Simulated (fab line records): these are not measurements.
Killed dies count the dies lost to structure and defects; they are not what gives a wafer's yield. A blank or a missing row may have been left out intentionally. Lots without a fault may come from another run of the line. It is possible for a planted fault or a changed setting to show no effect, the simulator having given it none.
Which tool is to blame?    flow gf180mcu    18 wafers sampled from 6 lots at 1 step of a route of 602

== WHAT THE GAUGES READ, wafer by wafer ==
GF_STI_CD_MEAS_12: target cd 220 nm.
lot   measured     on         cd-nm (nm)
L908  day 2 12:02  cd-sem-02  217.2 216.3 217.5
L912  day 3 07:57  cd-sem-02  220.0 218.9 219.1
L916  day 4 06:31  cd-sem-02  218.5 219.7 218.4
L922  day 5 11:29  cd-sem-02  224.5 222.1 223.2
L925  day 6 03:17  cd-sem-01  221.0 220.7 221.6
L928  day 6 19:11  cd-sem-01  220.4 220.8 218.8

== WHAT TOOL EACH LOT RAN ON (gives the tool, then ch and the chambers of the sampled wafers, and finally the start) ==
Record: no process step prior to these readings.

== THE ANSWER, worked out from the rows above alone ==
Rule: the usual values come from the lots themselves. Put in order of their means at a reading, lots are off if they are a third of the lots or fewer, leave a main group of 4 or more, and stand apart from it by a gap of 3 or more times the standard deviation of the main group's means; of several such gaps the widest counts. A main group is skipped when, at the precision printed for the reading in the tables above, its means are all equal. A lot without any number at a reading at which 4 lots or more have one is off too. Any other lot the step has rows for is counted as sound.
Nothing can be told from this: no lot is off at any reading shown.

== WHAT WAS PUT IN BY THE SIMULATOR ==
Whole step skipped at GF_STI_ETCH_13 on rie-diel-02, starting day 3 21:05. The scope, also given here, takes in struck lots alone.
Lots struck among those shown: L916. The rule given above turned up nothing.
